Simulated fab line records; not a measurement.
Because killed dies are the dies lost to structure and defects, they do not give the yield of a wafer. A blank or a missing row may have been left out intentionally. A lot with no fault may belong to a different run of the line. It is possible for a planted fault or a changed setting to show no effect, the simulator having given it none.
Which of the tools did it? | flow sky130 | 42 wafers from 14 lots sampled at 4 of the route's 708 steps

WHAT THE GAUGES READ, wafer by wafer
SKY_LDD_HVN_OVL_MEAS_07. Usual: LDD_HVN_OVL gives -0.5 nm (standard deviation 1.6).
lot  | measured     | on         | LDD_HVN_OVL (nm) | flag
L341 | day 21 04:04 | overlay-02 | -1.1 0.0 -0.6    |
L343 | day 21 19:12 | overlay-01 | -2.6 -2.8 -0.9   |
L344 | day 22 04:12 | overlay-02 | -0.8 -1.9 -1.4   |
L345 | day 23 00:01 | overlay-01 | -2.4 -3.3 0.4    |
L346 | day 23 07:11 | overlay-02 | -0.5 -0.5 1.4    |
L347 | day 23 18:25 | overlay-02 | -0.7 -1.1 -1.0   |
L348 | day 23 18:35 | overlay-02 | -0.1 0.2 -0.9    |
L349 | day 24 02:17 | overlay-01 | 0.5 -1.9 -2.0    |
L350 | day 24 10:20 | overlay-01 | 0.4 1.1 1.4      |
L351 | day 24 13:25 | overlay-01 | -1.4 -1.6 -2.0   |
L352 | day 25 00:24 | overlay-02 | 2.6 1.0 1.0      |
L359 | day 26 23:03 | overlay-02 | -4.6 -3.0 -4.2   |
L361 | day 27 12:54 | overlay-02 | 1.2 -0.4 0.9     |
L362 | day 27 19:54 | overlay-02 | -1.6 0.5 -1.3    |

SKY_SD_P_OVL_MEAS_08. Usual: SD_P_OVL gives -1.2 nm (standard deviation 1.4).
lot  | measured     | on         | SD_P_OVL (nm)  | flag
L341 | day 26 06:02 | overlay-01 | -2.5 -3.1 -0.9 |
L343 | day 26 22:04 | overlay-02 | -3.3 -2.0 -4.2 |
L344 | day 27 03:43 | overlay-01 | -3.4 -1.6 1.0  |
L345 | day 27 23:58 | overlay-02 | -0.8 0.0 -1.4  |
L346 | day 28 08:04 | overlay-01 | 0.7 0.5 -1.7   |
L347 | day 28 16:44 | overlay-02 | -3.1 -1.7 -2.4 |
L348 | day 28 17:22 | overlay-01 | -0.7 -0.5 1.7  |
L349 | day 29 09:50 | overlay-01 | -0.8 0.2 -0.7  |
L350 | day 29 11:34 | overlay-01 | -0.3 -1.2 -2.2 |
L351 | day 29 14:10 | overlay-02 | 0.3 -0.9 -0.2  |
L352 | day 29 21:49 | overlay-02 | -2.3 -1.3 -0.5 |
L359 | day 31 20:07 | overlay-01 | 0.1 -0.4 -2.3  |
L361 | day 32 10:34 | overlay-02 | -3.9 -3.1 -2.8 |
L362 | day 32 16:34 | overlay-02 | -3.7 -2.4 -1.8 |

SKY_RES_XHIGH_TW_MEAS_09. Usual: RES_XHIGH_TW gives 1627 (standard deviation 15).
lot  | measured     | on            | RES_XHIGH_TW   | flag
L341 | day 27 10:32 | film metro-04 | 1648 1648 1649 |
L343 | day 28 02:57 | film metro-03 | 1621 1611 1621 |
L344 | day 28 09:16 | film metro-02 | 1608 1610 1612 |
L345 | day 29 05:35 | film metro-04 | 1644 1637 1644 |
L346 | day 29 13:02 | film metro-04 | 1650 1640 1643 |
L347 | day 29 21:20 | film metro-04 | 1648 1647 1634 |
L348 | day 29 22:47 | film metro-04 | 1644 1648 1642 |
L349 | day 30 14:00 | film metro-02 | 1611 1624 1616 |
L350 | day 30 16:40 | film metro-04 | 1635 1635 1643 |
L351 | day 30 18:47 | film metro-04 | 1639 1640 1642 |
L352 | day 31 02:34 | film metro-03 | 1618 1613 1607 |
L359 | day 33 00:51 | film metro-03 | 1617 1622 1620 |
L361 | day 33 14:18 | film metro-03 | 1625 1619 1609 |
L362 | day 33 19:34 | film metro-03 | 1629 1620 1622 |

WHAT TOOL EACH LOT RAN ON (gives the tool, then ch and the chambers of the sampled wafers, and finally the start)
lot  | SKY_RES_XHIGH_DEVELOP_06
L341 | litho track-03 ch 0, day 27 10:08
L343 | litho track-03 ch 0, day 28 02:34
L344 | litho track-01 ch 0, day 28 08:53
L345 | litho track-01 ch 0, day 29 05:11
L346 | litho track-01 ch 0, day 29 12:38
L347 | litho track-03 ch 0, day 29 20:56
L348 | litho track-03 ch 0, day 29 22:23
L349 | litho track-01 ch 0, day 30 13:35
L350 | litho track-02 ch 0, day 30 16:16
L351 | litho track-01 ch 0, day 30 18:23
L352 | litho track-01 ch 0, day 31 02:11
L359 | litho track-01 ch 0, day 33 00:28
L361 | litho track-01 ch 0, day 33 13:55
L362 | litho track-03 ch 0, day 33 19:11
- SKY_RES_XHIGH_DEVELOP_06: develop time 60 s.

AS READ BY THE TOOLS THEMSELVES (means over the sampled wafers that have a number; for cases with no such wafer, the mark the record gives instead)
SKY_RES_XHIGH_DEVELOP_06. Usual: 23.01 C for developer temp C, sd 0.11.
lot  | tool           | developer temp C (C) | flag
L341 | litho track-03 | 23.18                |
L343 | litho track-03 | 22.99                |
L344 | litho track-01 | 22.96                |
L345 | litho track-01 | 22.92                |
L346 | litho track-01 | 22.95                |
L347 | litho track-03 | 23.00                |
L348 | litho track-03 | 23.10                |
L349 | litho track-01 | 22.99                |
L350 | litho track-02 | 23.04                |
L351 | litho track-01 | 23.08                |
L352 | litho track-01 | 23.12                |
L359 | litho track-01 | 22.03                | OFF
L361 | litho track-01 | 22.18                | OFF
L362 | litho track-03 | 22.98                |

THE ANSWER, worked out from the rows above alone
Rule: lot off if the mean of its wafers having a number is beyond 3 standard deviations from the usual mean. A lot without any number at a reading at which 4 lots or more have one is off too. Where the step has rows for the other lots, those lots are counted as sound. First the gauges in route order, then the tools' own readings, where a lot's mean is used as printed above. The first step at which some lot is off is used, and at that step the reading that is off furthest; a lot without a number counts as furthest.
Off: L359, L361 (SKY_RES_XHIGH_DEVELOP_06, developer temp C).
A tool fits if, at that step or a process step before it, it ran every lot that is off, and no sound lot after the first of them. One fits: SKY_RES_XHIGH_DEVELOP_06 on litho track-01. A fault onset in the window from L352 (day 31 02:11, its last sound lot) to L359 (day 33 00:28, its first lot off) fits.
The tool's own readings at SKY_RES_XHIGH_DEVELOP_06 bear it out: on the lots that are off they differ by more than 5 times the standard deviation of the sound lots' means. developer temp C reads 22.11 C there against 23.03 C on the sound lots.

WHAT THE SIMULATOR HAD INSERTED
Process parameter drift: litho track-01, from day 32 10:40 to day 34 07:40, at SKY_RES_XHIGH_DEVELOP_06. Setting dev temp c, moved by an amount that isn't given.
Struck lots among those shown: L359, L361. The same result came from the rule above.
